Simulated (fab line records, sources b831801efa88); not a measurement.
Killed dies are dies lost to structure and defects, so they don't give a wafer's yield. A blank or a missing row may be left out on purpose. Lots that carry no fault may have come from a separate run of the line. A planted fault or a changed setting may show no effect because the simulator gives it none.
Chamber matching	flow gf180mcu	GF_V3_CVD_00 on hdpcvd-02: 3 sister chambers
The step deposits SiO2, target thk 600 nm, time 100 s. 3 wafers are shown with their chamber, then 7 later ones without.

EACH WAFER AND ITS CHAMBER
wafer	chamber	pressure mtorr (mTorr)
L925.6	1	6.006
L926.2	2	5.994
L926.3	0	6.012

WAFERS WITHOUT THEIR CHAMBER
wafer	pressure mtorr (mTorr)
L926.4	6.010
L934.1	5.993
L934.2	6.004
L934.6	5.970
L937.3	6.000
L937.4	5.994
L937.5	5.999

CHAMBER TAKEN BY EACH
wafer	from the rows above	in truth
L926.4	can't be placed: 0 or 1 or 2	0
L934.1	can't be placed: 2 or 1 or 0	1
L934.2	can't be placed: 1 or 0 or 2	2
L934.6	can't be placed: 2 or 1 or 0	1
L937.3	can't be placed: 1 or 2 or 0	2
L937.4	can't be placed: 2 or 1 or 0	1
L937.5	can't be placed: 2 or 1 or 0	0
Correct placement for 0 of the 7. Cannot be placed on the basis of these rows: 7; the candidates contain the true chamber in 7. Placed wrongly: 0.
How it was worked out, from the rows above alone: a wafer's distance from a chamber is the root of the sum, over the readings, of the square of ((its reading less the chamber's mean) divided by the reading's scatter). If the next closest chamber is less than 2 further off than the closest, the wafer can't be placed; otherwise it belongs to the closest. The mean given for a chamber averages the wafers shown for that chamber. The scatter (one wafer shown for each chamber): square how far every hidden wafer sits from the nearest shown wafer, average those squares and take the square root.
